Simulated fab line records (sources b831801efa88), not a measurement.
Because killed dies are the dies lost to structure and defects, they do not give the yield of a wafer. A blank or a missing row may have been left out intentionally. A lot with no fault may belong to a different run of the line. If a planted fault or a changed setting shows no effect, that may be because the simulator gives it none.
The tool behind it: which one? | flow gf180mcu | 14 lots, 42 wafers sampled, at 3 steps of a route of 602

## WHAT THE GAUGES READ, wafer by wafer
GF_V1_THK_MEAS_25: measures by xrf. Usual: for V1_W_THK the level is 344 nm and the standard deviation is 6.4.
lot  | measured     | on            | V1_W_THK (nm) | flag
L233 | day 18 18:22 | film_metro-03 | 346 346 351   |
L234 | day 19 04:31 | film_metro-02 | 338 336 349   |
L235 | day 19 14:47 | film_metro-02 | 340 336 347   |
L236 | day 19 21:55 | film_metro-03 | 329 340 333   |
L238 | day 20 15:35 | film_metro-03 | 343 345 340   |
L239 | day 21 00:46 | film_metro-02 | 356 355 357   |
L243 | day 22 20:38 | film_metro-03 | 344 339 341   |
L247 | day 23 21:51 | film_metro-02 | 347 344 360   |
L249 | day 24 12:07 | film_metro-03 | 341 338 340   |
L251 | day 25 07:41 | film_metro-04 | 353 337 350   |
L252 | day 25 10:17 | film_metro-02 | 354 354 343   |
L253 | day 25 16:11 | film_metro-02 | 349 347 352   |
L254 | day 26 01:20 | film_metro-04 | 348 348 339   |
L255 | day 26 07:20 | film_metro-03 | 348 334 344   |

GF_M2_RS_MEAS_05: uses a four-point probe to measure. Usual: for M2_ALCU_RS the level is 0.0696 ohm/sq and the standard deviation is 0.00077.
lot  | measured     | on            | M2_ALCU_RS (ohm/sq)  | flag
L233 | day 18 18:57 | film_metro-01 | 0.0694 0.0696 0.0701 |
L234 | day 19 05:08 | film_metro-01 | 0.0692 0.0689 0.0700 |
L235 | day 19 15:23 | film_metro-01 | 0.0698 0.0698 0.0703 |
L236 | day 19 22:31 | film_metro-02 | 0.0693 0.0704 0.0699 |
L238 | day 20 16:10 | film_metro-02 | 0.0684 0.0686 0.0684 |
L239 | day 21 01:20 | film_metro-01 | 0.0691 0.0679 0.0686 |
L243 | day 22 21:13 | film_metro-02 | 0.0695 0.0693 0.0695 |
L247 | day 23 22:26 | film_metro-02 | 0.0696 0.0701 0.0695 |
L249 | day 24 12:44 | film_metro-01 | 0.0688 0.0697 0.0690 |
L251 | day 25 08:17 | film_metro-02 | 0.0702 0.0697 0.0699 |
L252 | day 25 10:52 | film_metro-02 | 0.0691 0.0690 0.0687 |
L253 | day 25 16:47 | film_metro-03 | 0.0691 0.0691 0.0694 |
L254 | day 26 01:55 | film_metro-02 | 0.0689 0.0691 0.0701 |
L255 | day 26 07:56 | film_metro-02 | 0.0697 0.0692 0.0709 |

## EACH LOT AND THE TOOL THAT RAN IT (in order: tool; ch and the chambers of the sampled wafers; start)
lot  | GF_M2_SPUTTER_01
L233 | pvd_sputter-02, day 18 18:49
L234 | pvd_sputter-02, day 19 04:58
L235 | pvd_sputter-03, day 19 15:13
L236 | pvd_sputter-03, day 19 22:22
L238 | pvd_sputter-03, day 20 16:02
L239 | pvd_sputter-01, day 21 01:13
L243 | pvd_sputter-01, day 22 21:05
L247 | pvd_sputter-03, day 23 22:18
L249 | pvd_sputter-03, day 24 12:35
L251 | pvd_sputter-02, day 25 08:07
L252 | pvd_sputter-01, day 25 10:44
L253 | pvd_sputter-01, day 25 16:37
L254 | pvd_sputter-02, day 26 01:48
L255 | pvd_sputter-03, day 26 07:47
- GF_M2_SPUTTER_01: material TiN, target thk 30 nm, time 25 s.

## AS READ BY THE TOOLS THEMSELVES (means over the sampled wafers that have a number; for cases with no such wafer, the mark the record gives instead)
GF_M2_SPUTTER_01. Usual: throttle_valve_pct 29.9 %, standard deviation 0.78.
lot  | tool           | throttle_valve_pct (%) | flag
L233 | pvd_sputter-02 | 29.9                   |
L234 | pvd_sputter-02 | 29.8                   |
L235 | pvd_sputter-03 | 29.6                   |
L236 | pvd_sputter-03 | 29.6                   |
L238 | pvd_sputter-03 | 29.7                   |
L239 | pvd_sputter-01 | 30.2                   |
L243 | pvd_sputter-01 | 30.6                   |
L247 | pvd_sputter-03 | 30.1                   |
L249 | pvd_sputter-03 | 29.4                   |
L251 | pvd_sputter-02 | 29.3                   |
L252 | pvd_sputter-01 | 30.4                   |
L253 | pvd_sputter-01 | 30.2                   |
L254 | pvd_sputter-02 | 29.8                   |
L255 | pvd_sputter-03 | 29.2                   |

## THE ANSWER, worked out from the rows above alone
Rule: a lot is off if the mean of its wafers that have a number lies more than 3 standard deviations from the usual mean. Also off: a lot with no number at a reading for which 4 or more lots have one. Any other lot the step has rows for is counted as sound. After the gauges, taken in route order, come the tools' own readings; for these a lot's mean is taken, as printed above. At the first step where some lot is off, the reading lying furthest off is the one used; lots without a number count as furthest.
None of the lots is off at any reading shown; this tells nothing.

## WHAT HAD BEEN PUT IN BY THE SIMULATOR
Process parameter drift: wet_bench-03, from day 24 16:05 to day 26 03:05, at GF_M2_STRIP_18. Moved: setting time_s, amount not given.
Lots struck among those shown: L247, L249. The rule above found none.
